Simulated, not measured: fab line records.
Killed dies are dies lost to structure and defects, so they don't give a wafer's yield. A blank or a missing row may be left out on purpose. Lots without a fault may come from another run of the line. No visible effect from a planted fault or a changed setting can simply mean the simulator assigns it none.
Comparing a struck lot with a sound one -- flow sky130 -- 43 out of 708 route steps
Sound: these wafers, L564.4, L564.5, L564.6. Struck: wafer L571.5. (L571.2, L571.6 of the same lot were not struck and are left out.) The cause comes at the end.
Each step with rows lists, per side, the tool, then ch with its chambers, then its first start. Under that, the readings that differ: sound wafers -- struck wafers -- difference of the means -- sigmas: that difference in standard deviations of wafers without a fault.
alike: readings whose means differ by less than 2 such deviations, and words and numbers that are the same on both sides. not compared: withheld readings, readings that some wafer has no value for, bounds like >300 that may hide the same value, and numbers for which the record gives no deviation and whose values overlap.
Wherever a step has rows on one side only, a row that says differs or no value, or a row with sigmas, the two part there. When numbers do not overlap yet have no deviation, they are printed without sigmas and do not part them. A reading that every wafer of one side lacks parts them only if that side has two wafers or more.

SKY_VIA3_CMP_02: polishes SiO2.
  sound on cmp-02 ch 2,3, day 39 13:33; struck on cmp-01 ch 3, day 41 14:40
  alike: motor-current-A
SKY_VIA3_BOW_MEAS_03:
  sound: film-metro-04 at day 39 13:55; struck: film-metro-02 at day 41 14:50
  alike: VIA3_BOW
then, 8 steps without rows for these wafers: SKY_VIA3_DEHYDRATE_04 (time 60 s); SKY_VIA3_HMDS_05 (prime time 60 s); SKY_VIA3_COAT_06 (resist thk 60 nm); SKY_VIA3_COAT_07 (resist thk 450 nm); SKY_VIA3_SOFTBAKE_08 (time 90 s); SKY_VIA3_EXPOSE_09 (exposes mask VIM3, target cd 200 nm); SKY_VIA3_PEB_10; SKY_VIA3_DEVELOP_11 (develop time 60 s).
SKY_VIA3_CD_MEAS_12: the cd target is 200 nm.
  sound: cd-sem-02 at day 40 14:53; struck: cd-sem-01 at day 42 14:30
  alike: cd-nm
SKY_VIA3_OVL_MEAS_13:
  sound: overlay-02 at day 40 14:57; struck: overlay-02 at day 42 14:37
  alike: VIA3_OVL
SKY_VIA3_ETCH_14: etches BARC in N2/H2, stops on SiO2, time 45.9 s, target depth 60 nm.
  sound on rie-diel-01 ch 0,2,3, day 40 14:59; struck on rie-diel-03 ch 2, day 42 14:38
  alike: drypump-motor-current-A, oes-product-au, rf-fwd-power-W, throttle-valve-pct
  not compared: rf-hours-counter-h
then, 7 steps without rows for these wafers: SKY_VIA3_ETCH_15 (etches SiO2 in C4F8/O2/Ar, stops on TiN, target depth 507 nm, time 78 s); SKY_VIA3_STRIP_16 (strips in O2/N2); SKY_VIA3_STRIP_17 (strips in post etch residue remover, time 1200 s); SKY_VIA3_CLEAN_18 (cleans in IPA, time 180 s); SKY_VIA3_CLEAN_19 (cleans in O3/DIW); SKY_VIA3_SPUTTER_20 (material TiN, target thk 20 nm, time 80 s); SKY_VIA3_CVD_21 (deposits W, target thk 390 nm, time 117.31 s).
SKY_VIA3_RS_MEAS_22: measurement is done with a four-point probe.
  sound: film-metro-04 at day 40 15:55; struck: film-metro-03 at day 42 15:32
  alike: VIA3_W_RS
SKY_VIA3_THK_MEAS_23: measures by xrf.
  sound: film-metro-04 at day 40 16:00; struck: film-metro-03 at day 42 15:38
  alike: VIA3_W_THK
SKY_VIA3_CMP_24: polishes, stops on SiO2, t overpolish 20 s, target thk 0 nm.
  sound on cmp-01 ch 1,2, day 40 16:02; struck on cmp-01 ch 2, day 42 15:47
  alike: motor-current-A, overpolish-run-s, time-to-endpoint-s
SKY_METAL4_SPUTTER_00: material Ti, target thk 15 nm, time 10 s.
  sound: pvd-sputter-04 at day 40 16:20; struck: pvd-sputter-04 at day 42 15:59
  alike: throttle-valve-pct
SKY_METAL4_SPUTTER_01: material TiN, target thk 20 nm, time 16.7 s.
  sound: pvd-sputter-04 at day 40 16:22; struck: pvd-sputter-04 at day 42 16:01
  alike: throttle-valve-pct
then, 4 steps without rows for these wafers: SKY_METAL4_SPUTTER_02 (material AlCu, target thk 735 nm, time 39.1 s); SKY_METAL4_SPUTTER_03 (material Ti, target thk 5 nm, time 3.3 s); SKY_METAL4_SPUTTER_04 (material TiN, target thk 70 nm, time 58.3 s); SKY_CAP2M_CVD_00 (deposits SiO2, target thk 15.5 nm).
SKY_CAP2M_THK_MEAS_01:
  sound: film-metro-01 at day 40 16:37; struck: film-metro-03 at day 42 16:13
  alike: CAP2M_CVD_00_THK
then, 1 step without rows for these wafers: SKY_CAP2M_SPUTTER_02 (material TiN, target thk 200 nm, time 166.7 s).
SKY_CAP2M_RS_MEAS_03: measurement is done with a four-point probe.
  sound: film-metro-02 at day 40 16:49; struck: film-metro-01 at day 42 16:24
  alike: CAP2M_TIN_RS
SKY_CAP2M_THK_MEAS_04: measures by xrf.
  sound: film-metro-02 at day 40 16:54; struck: film-metro-01 at day 42 16:31
reading,sound,struck,difference,sigmas
CAP2M_TIN_THK (nm),193 190 194,200,+8,+2
then, 7 steps without rows for these wafers: SKY_CAP2M_DEHYDRATE_05 (time 60 s); SKY_CAP2M_HMDS_06 (prime time 60 s); SKY_CAP2M_COAT_07 (resist thk 1140 nm); SKY_CAP2M_SOFTBAKE_08 (time 60 s); SKY_CAP2M_EXPOSE_09 (exposes mask CAP2M, target cd 1000 nm); SKY_CAP2M_PEB_10; SKY_CAP2M_DEVELOP_11 (develop time 60 s).
SKY_CAP2M_OVL_MEAS_12:
  sound: overlay-02 at day 41 17:57; struck: overlay-02 at day 43 14:36
  alike: CAP2M_OVL
SKY_CAP2M_METAL_ETCH_13: etches TiN in Cl2/BCl3, stops on SiO2, target depth 220 nm, time 62.9 s.
  sound on rie-metal-04 ch 0,1, day 41 17:59; struck on rie-metal-04 ch 1, day 43 14:38
reading,sound,struck,difference,sigmas
oes-product-au (a.u.),0.929 0.920 0.926,0.947,+0.022,+2
  alike: bcl3-flow-sccm, drypump-motor-current-A, he-backside-leak-sccm, rf-fwd-power-W, throttle-valve-pct
  not compared: rf-hours-counter-h
-- the record jumps here: 5 days lie between the struck wafers' starts before and after (it left off in module CAP2M and takes up again in module PAD_OPEN, whose first step shown is number 708 of the route) --
SKY_PAD_OPEN_PROBE_99:
  sound: prober-02 at day 46 16:04; struck: prober-01 at day 48 03:45
reading,sound,struck,difference,sigmas
hold,- - -,await-dispo/2.6h/release,no value on the sound wafers,
defect-limited-yield (%),84.1 86.2 85.6,73.6,-11.7,-6
killed_at_M0_to_M3,49 39 33,81,+41,+6
killed-at-front-end,11 7 12,23,+13,+3
killed-dies,78 68 71,130,+58,+6
model.etest.tester.sort-n-pass,414 424 421,362,-58,
model.etest.tester.sort-yield-pct (%),84.15 86.18 85.57,73.58,-11.72,
model.etest.tester.sort_bin_5_pct (%),9.553 7.52 7.724,16.67,+8.40,
model.etest.tester.sort_bin_3_pct (%),0.813 0.6098 1.016,3.862,+3.049,
  alike: killed_at_M4_up, killed-at-contacts, killed-at-other, killed-open, killed-short

== WHERE THEY PART ==
Earliest at SKY_CAP2M_THK_MEAS_04; latest, in this record, at SKY_PAD_OPEN_PROBE_99.

WHY: what had been put in by the simulator
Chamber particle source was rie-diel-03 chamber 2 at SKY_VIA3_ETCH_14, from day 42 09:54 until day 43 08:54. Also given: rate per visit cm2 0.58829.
